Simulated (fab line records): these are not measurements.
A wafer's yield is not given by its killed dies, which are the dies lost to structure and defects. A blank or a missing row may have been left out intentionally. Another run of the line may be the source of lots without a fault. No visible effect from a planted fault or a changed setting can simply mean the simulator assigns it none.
Problem report in the 8D (eight disciplines) form, filled by code | flow sky130 | the parts of the form that need people (team, actions taken, sign-off) are left out

## 1. WHAT IS WRONG
sort_bin_3_pad_short at SKY_PAD_OPEN_PROBE_99 reads a mean of 4.9 % on 1 wafer of 1 lot; wafers without a fault read 0.9 % with a standard deviation of 0.39. That puts it +10 standard deviations away from the usual mean.
The first sign was on wafer L363.2 at day 48 08:42, on prober-01. The record holds 3 wafers of 1 lot with a number at this step. By rule, "out" or "out of limits" means more than 4 standard deviations away from the usual mean. The other wafers with a number count as sound.

## 2. WHAT IT IS, AND WHAT IT ISN'T
question                    | is                                       | is not
which readings at this step | sort_bin_3_pad_short, killed_at_M0_to_M3 | killed_at_M4_up, killed at contacts, killed at front end, killed at other, killed open, killed short, sort_bin_5_function, sort_bin_6_memory
which lots                  | L363                                     | -
which wafers of those lots  | L363.2                                   | L363.1, L363.5
read on which tools         | prober-01                                | -
when                        | from day 48 08:42                        | up to then (1 sound wafer); but 1 sound wafer of L363 came after

## 3. SUSPECTS, AND WHAT RULES EACH OUT
Counting: if a tool at a process step up to the reading ran every lot that is out, it stays a suspect. Sound lots after the first of them don't rule it out here, since some wafers of a struck lot are sound.
- pvd sputter-01 at SKY_METAL2_SPUTTER_04 (material TiN, target thk 70 nm, time 58.3 s): kept. It ran the lot that is out, L363 (day 37 05:34).
- pvd sputter-02 at SKY_VIA3_SPUTTER_20 (material TiN, target thk 20 nm, time 80 s): kept. It ran the lot that is out, L363 (day 42 15:13).
- pvd sputter-04 at SKY_METAL4_SPUTTER_01 (material TiN, target thk 20 nm, time 16.7 s): kept. It ran the lot that is out, L363 (day 42 15:54).
- prober-01 at SKY_PAD_OPEN_PROBE_99: kept. It ran the lot that is out, L363 (day 48 08:39). Its own readings are out on those wafers: killed_at_M0_to_M3, sort_bin_3_pad_short.
Left after counting: pvd sputter-01 at SKY_METAL2_SPUTTER_04, pvd sputter-02 at SKY_VIA3_SPUTTER_20, pvd sputter-04 at SKY_METAL4_SPUTTER_01, prober-01 at SKY_PAD_OPEN_PROBE_99.

## 4. THE CAUSE (what the simulator had put in)
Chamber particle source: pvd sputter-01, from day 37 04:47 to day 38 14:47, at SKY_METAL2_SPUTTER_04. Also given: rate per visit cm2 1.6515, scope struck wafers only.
Counting leaves 4 suspects; this tool is one of them.

## 5. THE CHAIN OF EFFECTS, in route order
One row per reading whose mean, taken over the struck wafers that have a number, lies over 3 standard deviations from the usual. Readings are gone through only where the record gives a usual standard deviation; hours: the median, over the lots, of the time from a lot's start at the first step in this table giving one to that lot's start at this step; sigmas: the change measured in usual standard deviations.
hours | step                  | reading              | usual  | on struck wafers | change | sigmas
0     | SKY_PAD_OPEN_PROBE_99 | defect limited yield | 82.4 % | 76.2             | -6.2   | -3.4
0     | SKY_PAD_OPEN_PROBE_99 | killed_at_M0_to_M3   | 44     | 76               | +32    | +5.1
0     | SKY_PAD_OPEN_PROBE_99 | killed dies          | 87     | 117              | +30    | +3.4
0     | SKY_PAD_OPEN_PROBE_99 | sort_bin_3_pad_short | 0.9 %  | 4.9              | +4.0   | +10
0     | SKY_PAD_OPEN_PROBE_99 | sort n pass          | 405    | 375              | -30    | -3.4
0     | SKY_PAD_OPEN_PROBE_99 | sort yield pct       | 82.4 % | 76.2             | -6.2   | -3.4
Here are the process steps it includes:
- SKY_PAD_OPEN_PROBE_99

## 6. HOW IT WOULD HAVE BEEN CAUGHT EARLIER
First out-of-limits reading in this record: day 48 08:42, which is 268 hours after fault onset at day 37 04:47.
Of the tool readings at SKY_METAL2_SPUTTER_04 for which the record gives a usual standard deviation, none was out on any struck wafer, so an alarm limit of 4 standard deviations on them would not have fired.
Lots out: 1; all had begun SKY_METAL2_SPUTTER_04 on pvd sputter-01 by day 48 08:42. Had the tool been put on hold then, not one of them would have been saved.
